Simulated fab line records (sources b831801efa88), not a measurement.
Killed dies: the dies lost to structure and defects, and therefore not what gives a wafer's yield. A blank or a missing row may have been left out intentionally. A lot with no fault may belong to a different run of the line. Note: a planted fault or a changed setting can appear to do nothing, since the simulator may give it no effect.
Check of tool commonality ; flow sky130 ; 36 wafers sampled across 12 lots

## REASON FOR OPENING
At SKY_VT_ADJUST_LVTN_TW_MEAS_21 the reading VT_ADJUST_LVTN_2_TW is flagged on 2 of 12 lots. Wafers without a fault read 189.6, standard deviation 1.3.
Rule: a lot is flagged when every wafer of it that has a number lies more than 4 standard deviations from that mean, or none has a number. The rest of the lots are taken to be sound.

lot;measured;on;VT_ADJUST_LVTN_2_TW, wafer by wafer;flag
L145;day 8 05:16;film-metro-02;190.5 190.5 189.7;
L149;day 8 23:14;film-metro-03;157.9 158.6 158.1;FLAGGED
L150;day 9 04:47;film-metro-02;160.2 158.8 159.2;FLAGGED
L156;day 11 03:56;film-metro-02;190.2 189.8 192.2;
L158;day 11 15:37;film-metro-02;190.6 190.3 190.6;
L159;day 11 23:25;film-metro-02;190.3 191.3 191.2;
L160;day 12 04:37;film-metro-04;190.5 190.5 190.7;
L161;day 12 14:14;film-metro-03;188.0 188.1 188.4;
L162;day 12 18:28;film-metro-02;189.5 189.1 190.2;
L163;day 13 01:43;film-metro-03;187.3 186.9 187.8;
L164;day 13 09:41;film-metro-02;192.0 190.6 191.3;
L165;day 13 20:07;film-metro-04;188.1 189.4 188.3;
Average over the flagged lots: 158.8; offset from the usual -30.8, equal to -24 standard deviations.

## TOOL THAT RAN EACH LOT
Before the reading, the record contains 3 process steps out of a 708-step route. In each cell: the tool, then ch and the chambers that the sampled wafers went through, then the start.
lot;flag;SKY_NWELL_STRIP_25;SKY_VT_ADJUST_HVTP_STRIP_10;SKY_VT_ADJUST_LVTN_IMPLANT_19
L145;;plasma-asher-01 ch 0, day 5 18:26;plasma-asher-04 ch 0, day 6 14:00;implanter-02 ch 0, day 8 05:02
L149;FLAGGED;plasma-asher-01 ch 0,1, day 6 10:59;plasma-asher-01 ch 0,1, day 7 06:56;implanter-01 ch 0, day 8 22:59
L150;FLAGGED;plasma-asher-03 ch 0,1, day 6 15:47;plasma-asher-01 ch 0,1, day 7 11:50;implanter-01 ch 0, day 9 04:32
L156;;plasma-asher-04 ch 0,1, day 8 07:26;plasma-asher-02 ch 0,1, day 9 05:40;implanter-03 ch 0, day 11 03:41
L158;;plasma-asher-03 ch 0,1, day 8 18:31;plasma-asher-01 ch 0,1, day 9 16:28;implanter-02 ch 0, day 11 15:23
L159;;plasma-asher-01 ch 0,1, day 9 01:48;plasma-asher-02 ch 0,1, day 10 00:16;implanter-03 ch 0, day 11 23:11
L160;;plasma-asher-01 ch 0,1, day 9 06:32;plasma-asher-04 ch 0,1, day 10 05:19;implanter-01 ch 0, day 12 04:23
L161;;plasma-asher-03 ch 0,1, day 9 15:04;plasma-asher-01 ch 0,1, day 10 14:58;implanter-03 ch 0, day 12 14:02
L162;;plasma-asher-04 ch 0,1, day 9 20:08;plasma-asher-02 ch 0,1, day 10 19:17;implanter-01 ch 0, day 12 18:14
L163;;plasma-asher-03 ch 0,1, day 10 01:47;plasma-asher-02 ch 0,1, day 11 01:31;implanter-01 ch 0, day 13 01:30
L164;;plasma-asher-03 ch 0,1, day 10 07:47;plasma-asher-02 ch 0, day 11 08:13;implanter-02 ch 0, day 13 09:27
L165;;plasma-asher-04 ch 0,1, day 10 16:35;plasma-asher-01 ch 1, day 11 17:07;implanter-01 ch 0, day 13 19:53
What these steps do:
- SKY_NWELL_STRIP_25: strips in O2/N2.
- SKY_VT_ADJUST_HVTP_STRIP_10: strips in O2/N2.
- SKY_VT_ADJUST_LVTN_IMPLANT_19
- SKY_VT_ADJUST_LVTN_TW_MEAS_21

## FLAGGED AGAINST TOTAL, ONE TOOL AT A TIME (gauges that did the reading follow at the end)
step;tool;lots run;flagged;share of the flagged lots;sound lots run after its first flagged lot
SKY_NWELL_STRIP_25;plasma-asher-01;4;1;some;2 (L159,L160)
SKY_NWELL_STRIP_25;plasma-asher-03;5;1;some;4 (L158,L161,L163,L164)
SKY_NWELL_STRIP_25;plasma-asher-04;3;0;none;-
SKY_VT_ADJUST_HVTP_STRIP_10;plasma-asher-01;5;2;all;3 (L158,L161,L165)
SKY_VT_ADJUST_HVTP_STRIP_10;plasma-asher-02;5;0;none;-
SKY_VT_ADJUST_HVTP_STRIP_10;plasma-asher-04;2;0;none;-
SKY_VT_ADJUST_LVTN_IMPLANT_19;implanter-01;6;2;all;4 (L160,L162,L163,L165)
SKY_VT_ADJUST_LVTN_IMPLANT_19;implanter-02;3;0;none;-
SKY_VT_ADJUST_LVTN_IMPLANT_19;implanter-03;3;0;none;-
SKY_VT_ADJUST_LVTN_TW_MEAS_21;film-metro-02;7;1;some;5 (L156,L158,L159,L162,L164)
SKY_VT_ADJUST_LVTN_TW_MEAS_21;film-metro-03;3;1;some;2 (L161,L163)
SKY_VT_ADJUST_LVTN_TW_MEAS_21;film-metro-04;2;0;none;-

## WHAT IS ALLOWED BY THE TABLE
In 2 table rows, all flagged lots were run: plasma-asher-01 (SKY_VT_ADJUST_HVTP_STRIP_10), implanter-01 (SKY_VT_ADJUST_LVTN_IMPLANT_19).
- plasma-asher-01 at SKY_VT_ADJUST_HVTP_STRIP_10 ran 5 lots, 2 of them flagged. Sound lots followed the first flagged one (L158, L161, L165) on it, something a lasting fault affecting the whole tool could not allow.
- implanter-01 at SKY_VT_ADJUST_LVTN_IMPLANT_19 ran 6 lots, 2 of them flagged. Sound lots followed the first flagged one (L160, L162, L163, L165) on it, something a lasting fault affecting the whole tool could not allow. Its own readings (dose-ions-cm2, faraday-current-uA) fall more than 4 standard deviations out on all wafers of the flagged lots.
None of the table's rows ran every flagged lot and, after the first, no sound lot.

## WHAT THE SIMULATOR PUT IN
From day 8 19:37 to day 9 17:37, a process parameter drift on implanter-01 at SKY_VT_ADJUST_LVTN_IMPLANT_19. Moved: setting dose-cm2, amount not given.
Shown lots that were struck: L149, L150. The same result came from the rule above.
